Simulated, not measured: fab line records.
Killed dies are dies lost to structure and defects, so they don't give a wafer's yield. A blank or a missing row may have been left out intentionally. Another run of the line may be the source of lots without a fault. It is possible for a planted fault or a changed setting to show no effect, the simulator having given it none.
Which tool is to blame? | flow sky130 | 10 lots, 30 wafers sampled, at 6 steps of a route of 708

## WHAT EACH GAUGE READ, for each wafer
The record holds no reading of a measuring or inspecting step that can be judged against a usual standard deviation.

## EACH LOT AND THE TOOL THAT RAN IT (in order: tool; ch and the chambers of the sampled wafers; start)
lot  | SKY_METAL4_SPUTTER_03       | SKY_METAL4_DESCUM_15             | SKY_METAL5_METAL_ETCH_15         | SKY_METAL5_STRIP_16                 | SKY_PASSIVATION_CVD_02          | SKY_PAD_OPEN_PROBE_99
L304 | pvdSputter-03, day 40 03:56 | rieMetal-02 ch 0,1, day 42 04:58 | rieMetal-03 ch 0,1, day 44 05:22 | plasmaAsher-02 ch 0,1, day 44 05:34 | pecvd-01 ch 0,2, day 44 06:29   | -
L307 | pvdSputter-02, day 41 02:47 | rieMetal-03 ch 0,1, day 43 03:03 | rieMetal-02 ch 0,1, day 45 02:51 | plasmaAsher-02 ch 0,1, day 45 03:02 | pecvd-03 ch 0,1, day 45 03:46   | -
L309 | pvdSputter-02, day 41 22:41 | rieMetal-04 ch 1, day 43 21:23   | rieMetal-01 ch 0,1, day 45 20:08 | plasmaAsher-01 ch 0,1, day 45 20:22 | pecvd-01 ch 0,1,2, day 45 21:02 | -
L311 | pvdSputter-02, day 42 08:59 | rieMetal-02 ch 0, day 44 07:09   | rieMetal-02 ch 0,1, day 46 05:17 | plasmaAsher-01 ch 0,1, day 46 05:31 | pecvd-02 ch 1,2, day 46 06:43   | -
L313 | pvdSputter-04, day 43 00:48 | rieMetal-02 ch 0,1, day 44 22:19 | rieMetal-02 ch 0,1, day 46 19:20 | plasmaAsher-02 ch 0,1, day 46 19:34 | pecvd-02 ch 0,1,2, day 46 20:16 | -
L315 | pvdSputter-04, day 43 06:02 | rieMetal-02 ch 0,1, day 45 04:32 | rieMetal-02 ch 0,1, day 47 01:05 | plasmaAsher-01 ch 0,1, day 47 01:19 | pecvd-02 ch 1,2, day 47 02:00   | -
L314 | pvdSputter-04, day 43 16:57 | rieMetal-02 ch 0,1, day 45 13:59 | rieMetal-01 ch 0,1, day 47 09:10 | plasmaAsher-03 ch 0,1, day 47 09:24 | pecvd-03 ch 0,1, day 47 10:07   | prober-01, day 49 02:37
L318 | pvdSputter-03, day 45 03:54 | rieMetal-02 ch 0,1, day 46 22:49 | rieMetal-01 ch 0,1, day 48 16:07 | plasmaAsher-02 ch 0,1, day 48 16:18 | pecvd-03 ch 0,1,2, day 48 17:06 | -
L322 | pvdSputter-04, day 45 10:41 | rieMetal-02 ch 0,1, day 47 04:22 | rieMetal-01 ch 0,1, day 48 21:21 | plasmaAsher-02 ch 0,1, day 48 21:32 | pecvd-01 ch 0,1, day 48 22:11   | -
L325 | pvdSputter-04, day 46 06:10 | rieMetal-02 ch 0, day 47 22:26   | rieMetal-01 ch 0,1, day 49 13:33 | plasmaAsher-03 ch 0,1, day 49 13:44 | pecvd-03 ch 0,2, day 49 14:23   | -
- SKY_METAL4_SPUTTER_03: material Ti, target thk 5 nm, time 3.3 s.
- SKY_METAL4_DESCUM_15: chemistry O2, time 8 s.
- SKY_METAL5_METAL_ETCH_15: etches the open film in Cl2/BCl3, stops on SiO2, target depth 1260 nm, time 252 s.
- SKY_METAL5_STRIP_16: strips in O2/N2.
- SKY_PASSIVATION_CVD_02: deposits Si3N4, target thk 540 nm.
- SKY_PAD_OPEN_PROBE_99

## WHAT THE TOOLS THEMSELVES READ (means of the sampled wafers that have a number; where no wafer has one, the mark that the record gives instead)
SKY_METAL4_SPUTTER_03. Usual: throttleValvePct reads 30.0 % (standard deviation 0.63).
lot  | tool          | throttleValvePct (%) | flag
L304 | pvdSputter-03 | 30.0                 | 
L307 | pvdSputter-02 | 30.3                 | 
L309 | pvdSputter-02 | 29.7                 | 
L311 | pvdSputter-02 | 29.9                 | 
L313 | pvdSputter-04 | 29.4                 | 
L315 | pvdSputter-04 | 30.3                 | 
L314 | pvdSputter-04 | 30.4                 | 
L318 | pvdSputter-03 | 30.0                 | 
L322 | pvdSputter-04 | 29.3                 | 
L325 | pvdSputter-04 | 29.6                 | 

SKY_METAL4_DESCUM_15. Usual: drypumpMotorCurrentA 5.8 A, standard deviation 0.38; oesProductAu 1.006 a.u., standard deviation 0.019; rfFwdPowerW 147.4 W, standard deviation 0.84.
lot  | tool        | drypumpMotorCurrentA (A) | oesProductAu (a.u.) | rfFwdPowerW (W) | flag
L304 | rieMetal-02 | 5.9                      | 1.019               | 147.8           | 
L307 | rieMetal-03 | 5.8                      | 1.008               | 146.6           | 
L309 | rieMetal-04 | 5.2                      | 0.971               | 146.5           | 
L311 | rieMetal-02 | 6.3                      | 0.989               | 147.1           | 
L313 | rieMetal-02 | 6.1                      | 1.006               | 147.8           | 
L315 | rieMetal-02 | 5.9                      | 1.017               | 148.0           | 
L314 | rieMetal-02 | 6.0                      | 1.024               | 147.7           | 
L318 | rieMetal-02 | 5.9                      | 1.019               | 147.7           | 
L322 | rieMetal-02 | 6.1                      | 1.011               | 147.5           | 
L325 | rieMetal-02 | 6.3                      | 1.001               | 147.1           | 

SKY_METAL5_METAL_ETCH_15. Usual: drypumpMotorCurrentA 5.8 A, standard deviation 0.35; oesProductAu 0.895 a.u., standard deviation 0.0049; rfFwdPowerW 897.8 W, standard deviation 2.8; throttleValvePct 22.264 %, standard deviation 0.0089.
lot  | tool        | drypumpMotorCurrentA (A) | oesProductAu (a.u.) | rfFwdPowerW (W) | throttleValvePct (%) | flag
L304 | rieMetal-03 | 5.8                      | 0.893               | 898.5           | 22.271               | 
L307 | rieMetal-02 | 6.1                      | 0.896               | 895.2           | 22.265               | 
L309 | rieMetal-01 | 5.8                      | 0.897               | 896.7           | 22.263               | 
L311 | rieMetal-02 | 6.1                      | 0.894               | 899.3           | 22.267               | 
L313 | rieMetal-02 | 6.1                      | 0.817               | 899.2           | 22.250               | OFF
L315 | rieMetal-02 | 5.9                      | 0.818               | 897.2           | 22.275               | OFF
L314 | rieMetal-01 | 5.8                      | 0.893               | 898.1           | 22.263               | 
L318 | rieMetal-01 | 5.5                      | 0.895               | 895.6           | 22.265               | 
L322 | rieMetal-01 | 5.5                      | 0.898               | 892.5           | 22.268               | 
L325 | rieMetal-01 | 5.6                      | 0.896               | 898.9           | 22.268               | 

SKY_METAL5_STRIP_16. Usual: drypumpMotorCurrentA 5.49 A, standard deviation 0.18; oesProductAu 0.710 a.u., standard deviation 0.0045; stripTimeToEndpointS 12.99 s, standard deviation 0.27.
lot  | tool           | drypumpMotorCurrentA (A) | oesProductAu (a.u.) | stripTimeToEndpointS (s) | flag
L304 | plasmaAsher-02 | 5.52                     | 0.706               | 12.72                    | 
L307 | plasmaAsher-02 | 5.49                     | 0.712               | 12.99                    | 
L309 | plasmaAsher-01 | 5.32                     | 0.711               | 13.12                    | 
L311 | plasmaAsher-01 | 5.39                     | 0.712               | 12.87                    | 
L313 | plasmaAsher-02 | 5.49                     | 0.698               | 11.35                    | OFF
L315 | plasmaAsher-01 | 5.39                     | 0.684               | 11.04                    | OFF
L314 | plasmaAsher-03 | 5.78                     | 0.709               | 13.22                    | 
L318 | plasmaAsher-02 | 5.49                     | 0.712               | 13.20                    | 
L322 | plasmaAsher-02 | 5.49                     | 0.706               | 13.19                    | 
L325 | plasmaAsher-03 | 5.77                     | 0.709               | 13.19                    | 

SKY_PASSIVATION_CVD_02. Usual: heaterPowerW 728 W, standard deviation 81; rfFwdPowerW 449.1 W, standard deviation 1.2.
lot  | tool     | heaterPowerW (W) | rfFwdPowerW (W) | flag
L304 | pecvd-01 | 808              | 449.9           | 
L307 | pecvd-03 | 652              | 449.2           | 
L309 | pecvd-01 | 772              | 450.0           | 
L311 | pecvd-02 | 675              | 448.7           | 
L313 | pecvd-02 | 722              | 451.2           | 
L315 | pecvd-02 | 679              | 449.2           | 
L314 | pecvd-03 | 699              | 448.1           | 
L318 | pecvd-03 | 702              | 449.6           | 
L322 | pecvd-01 | 750              | 450.8           | 
L325 | pecvd-03 | 798              | 448.6           | 

SKY_PAD_OPEN_PROBE_99. Usual: defectLimitedYield 82.6 %, standard deviation 1.8; killed_at_M0_to_M3 44, standard deviation 6.9; killed_at_M4_up 3.2, standard deviation 1.8; killedAtContacts 23, standard deviation 5.2; killedAtFrontEnd 15, standard deviation 4.5; killedAtOther 0.3, standard deviation 0.56; killedDies 85, standard deviation 8.8; killedOpen 47, standard deviation 6.7; killedShort 39, standard deviation 6.4; sort_bin_3_pad_short 0.8 %, standard deviation 0.4; sort_bin_5_function 10.2 %, standard deviation 1.3; sort_bin_6_memory 6.4 %, standard deviation 1.1; sortNPass 407, standard deviation 8.8; sortYieldPct 82.6 %, standard deviation 1.8.
lot  | tool      | defectLimitedYield (%) | killed_at_M0_to_M3 | killed_at_M4_up | killedAtContacts | killedAtFrontEnd | killedAtOther | killedDies | killedOpen | killedShort | sort_bin_3_pad_short (%) | sort_bin_5_function (%) | sort_bin_6_memory (%) | sortNPass | sortYieldPct (%) | flag
L314 | prober-01 | 82.8                   | 43                 | 5.0             | 20               | 17               | 0.3           | 85         | 48         | 37          | 0.6                      | 10.1                    | 6.5                   | 407       | 82.8             | 

## THE ANSWER, worked out from the rows above alone
Rule: a lot counts as off when the mean over its wafers that have a number is more than 3 standard deviations away from the usual mean. Also off: a lot with no number at a reading for which 4 or more lots have one. Any other lot the step has rows for is counted as sound. Order of review: gauges by route order, followed by the tools' own readings, for which a lot's mean as printed above is used. At the first step where some lot is off, the reading lying furthest off is the one used; lots without a number count as furthest.
Off: L313, L315, at SKY_METAL5_METAL_ETCH_15 (oesProductAu).
A tool fits if, at that step or a process step before it, it ran every lot that is off, and no sound lot after the first of them. One fits: SKY_METAL5_METAL_ETCH_15 on rieMetal-02. Its last sound lot is L311 (day 46 05:17), its first lot that is off L313 (day 46 19:20): a fault that began between those two fits.
On the lots that are off, the tool's own readings at SKY_METAL5_METAL_ETCH_15 differ by more than 5 times the standard deviation of the sound lots' means, which bears it out; oesProductAu reads 0.817 a.u. there versus 0.895 a.u. on the sound lots.

## WHAT THE SIMULATOR PUT IN
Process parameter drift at SKY_METAL5_METAL_ETCH_15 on rieMetal-02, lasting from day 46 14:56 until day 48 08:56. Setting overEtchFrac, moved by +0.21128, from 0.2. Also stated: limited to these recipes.
Struck lots among those shown: L313, L315. Same finding as the rule above.
